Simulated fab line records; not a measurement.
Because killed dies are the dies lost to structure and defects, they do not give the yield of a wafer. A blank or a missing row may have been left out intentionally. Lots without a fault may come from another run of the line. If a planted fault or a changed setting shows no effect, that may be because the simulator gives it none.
A struck lot beside a sound one -- flow sky130 -- 14 steps out of a route of 708
Sound: these wafers, L474.1, L474.2, L474.5. Struck: wafers L459.2, L459.4, L459.6. Last of all comes the cause.
Each step with rows lists, per side, the tool, then ch with its chambers, then its first start. Under that, the readings that differ: sound wafers -- struck wafers -- difference of the means -- sigmas: that difference in standard deviations of wafers without a fault.
alike: readings with means less than 2 such deviations apart, plus words and numbers identical on both sides. not compared: withheld readings, readings lacking a value on some wafer, bounds such as >300 that could conceal the same value, and numbers that have no deviation in the record and whose values overlap.
A row with sigmas, a row that says differs or no value, or rows on one side alone: a step with any of these is where the two part. When numbers do not overlap yet have no deviation, they are printed without sigmas and do not part them. A reading missing from all wafers of one side parts the sides only when that side holds two or more wafers.

first, 4 steps without rows for these wafers: SKY_METAL3_STRIP_20 (strips in post etch residue remover, time 1200 s); SKY_METAL3_CLEAN_21 (cleans in IPA, time 180 s); SKY_METAL3_CLEAN_22 (cleans in O3/DIW); SKY_VIA3_HDPCVD_00 (deposits SiO2, target thk 1635 nm, time 272.5 s).
SKY_VIA3_THK_MEAS_01:
  sound on film metro-04 at day 44 11:43; struck on film metro-01 at day 40 01:44
  alike: VIA3_HDPCVD_THK
SKY_VIA3_CMP_02: polishes SiO2.
  sound on cmp-02 ch 0,2, day 44 12:02; struck on cmp-02 ch 0,3, day 40 01:47
  alike: motor current A
SKY_VIA3_BOW_MEAS_03:
  sound on film metro-04 at day 44 12:17; struck on film metro-02 at day 40 02:06
  alike: VIA3_BOW
then, 5 steps without rows for these wafers: SKY_VIA3_DEHYDRATE_04 (time 60 s); SKY_VIA3_HMDS_05 (prime time 60 s); SKY_VIA3_COAT_06 (resist thk 60 nm); SKY_VIA3_COAT_07 (resist thk 450 nm); SKY_VIA3_SOFTBAKE_08 (time 90 s).
SKY_VIA3_EXPOSE_09: exposes mask VIM3, target cd 200 nm.
  struck on krf scanner-01, day 40 14:10; sound on krf scanner-02 ch 0, day 44 23:19
  no value came back on the struck wafers for exposure dose mJ cm2, focus offset nm (nm), na; on the sound wafers exposure dose mJ cm2 reads 37.93 38.01 37.95
  alike: mask
after that, 1 step had no rows for these wafers: SKY_VIA3_PEB_10.

WHERE THEY PART
Only at SKY_VIA3_EXPOSE_09, as far as this record shows.

WHY: what had been put in by the simulator
At SKY_VIA3_EXPOSE_09, the step was skipped entirely on krf scanner-01 from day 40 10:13 on. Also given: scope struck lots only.
